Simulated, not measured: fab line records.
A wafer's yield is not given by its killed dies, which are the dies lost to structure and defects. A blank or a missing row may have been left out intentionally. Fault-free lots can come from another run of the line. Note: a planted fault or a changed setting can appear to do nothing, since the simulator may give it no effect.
Struck lot and sound lot, side by side -- flow sky130 -- 21 out of 708 route steps
Sound: wafers L399.2, L399.4, L399.6. The struck wafers were L416.1, L416.4, L416.6. The cause is given at the end.
Per side, at each step with rows, come the tool, then ch with its chambers, and then its first start. Under that, the readings that differ: sound wafers -- struck wafers -- difference of the means -- sigmas: that difference in standard deviations of wafers without a fault.
alike: readings whose means differ by less than 2 such deviations, and words and numbers that are the same on both sides. not compared: withheld readings, readings that some wafer has no value for, bounds like >300 that may hide the same value, and numbers for which the record gives no deviation and whose values overlap.
The two part at a step that has a row with sigmas, a row that says differs or no value, or rows on one side only. Numbers that have no deviation but don't overlap get no sigmas and don't part them. A reading missing from all wafers of one side parts the sides only when that side holds two or more wafers.

SKY_POLY_GATE_CD_MEAS_22:
  sound on cd-sem-02, day 16 00:04; struck on cd-sem-02, day 23 11:13
  alike: cd-nm
then, 7 steps without rows for these wafers: SKY_LDD_N_DEHYDRATE_00 (time 60 s); SKY_LDD_N_HMDS_01 (prime time 60 s); SKY_LDD_N_COAT_02 (resist thk 300 nm); SKY_LDD_N_SOFTBAKE_03 (time 60 s); SKY_LDD_N_EXPOSE_04 (exposes mask NTM, target cd 840 nm); SKY_LDD_N_PEB_05; SKY_LDD_N_DEVELOP_06 (develop time 60 s).
SKY_LDD_N_OVL_MEAS_07:
  sound on overlay-01, day 17 04:30; struck on overlay-02, day 24 16:45
  alike: LDD_N_OVL
then, 3 steps without rows for these wafers: SKY_LDD_N_IMPLANT_08; SKY_LDD_N_IMPLANT_09; SKY_LDD_N_IMPLANT_10.
SKY_LDD_N_IMPLANT_11:
  sound on implanter-03 ch 0, day 17 05:01; struck on implanter-04 ch 0, day 24 17:41
reading,sound,struck,difference,sigmas
beam-on-s (s),10.13 9.87 10.05,57.85 58.53 56.50,+47.61,+99 or more
dose-ions-cm2,7.5e+13 7.496e+13 7.494e+13,4.4443e+14 4.4432e+14 4.4427e+14,+3.6937e+14,+99 or more
then, 4 steps without rows for these wafers: SKY_LDD_N_IMPLANT_12; SKY_LDD_N_IMPLANT_13; SKY_LDD_N_IMPLANT_14; SKY_LDD_N_IMPLANT_15.
SKY_LDD_N_STRIP_16: strips in O2/N2.
  sound on plasma-asher-04 ch 0,1, day 17 05:44; struck on plasma-asher-04 ch 0,1, day 24 19:11
reading,sound,struck,difference,sigmas
strip-time-to-endpoint-s (s),4.326 4.271 4.282,5.203 5.219 5.206,+0.916,+61
  alike: drypump-motor-current-A, oes-product-au
  not compared: rf-hours-counter-h
SKY_LDD_N_TW_MEAS_17:
  sound on film-metro-01, day 17 05:50; struck on film-metro-01, day 24 19:17
reading,sound,struck,difference,sigmas
LDD_N_TW,2590 2599 2606,2931 2927 2932,+332,+10
then, 1 step without rows for these wafers: SKY_LDD_P_DEHYDRATE_00 (time 60 s).
-- record jumps: 25 days separate the struck wafers' starts on either side; left off in module LDD_P, taken up again in module PAD_OPEN, whose first shown step is the route's number 708 --
SKY_PAD_OPEN_PROBE_99:
  sound on prober-01, day 45 08:15; struck on prober-01, day 50 06:57
reading,sound,struck,difference,sigmas
model.etest.tip-n.rs-ohm-sq,438.3 439.4 443.3,286.2 285.3 286,-154.5,
model.etest.nfet_01v8.r-on-ohm-um,819.5 815.5 815.9,782.7 787.3 791.1,-29.9,
model.etest.nfet_01v8_lvt.drive-ua-um,591.8 583.5 584.1,611.3 596.8 608.6,+19.1,
model.etest.nfet_01v8.drive-ua-um,524 508 516.7,539.6 526 529.2,+15.4,
model.etest.sram-nfet-pass.drive-ua-um,487.6 500.5 502.3,521.3 517.3 507.4,+18.5,
  alike: killed_at_M0_to_M3, killed_at_M4_up, killed-at-contacts, killed-at-front-end, killed-at-other, killed-dies, killed-open, killed-short
  not compared: model.etest.nfet_01v8_turned.drive-ua-um, model.etest.nfet_01v8_swapped.drive-ua-um, model.etest.tip-n.rs-ohm-sq-range

## WHERE THEY PART
Last at SKY_LDD_N_TW_MEAS_17 as far as this record goes, first at SKY_LDD_N_IMPLANT_11. Later steps at which nothing parts them and some readings are alike: SKY_PAD_OPEN_PROBE_99.

WHY: what had been put in by the simulator
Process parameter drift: implanter-04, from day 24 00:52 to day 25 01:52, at SKY_LDD_N_IMPLANT_11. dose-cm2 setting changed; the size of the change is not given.
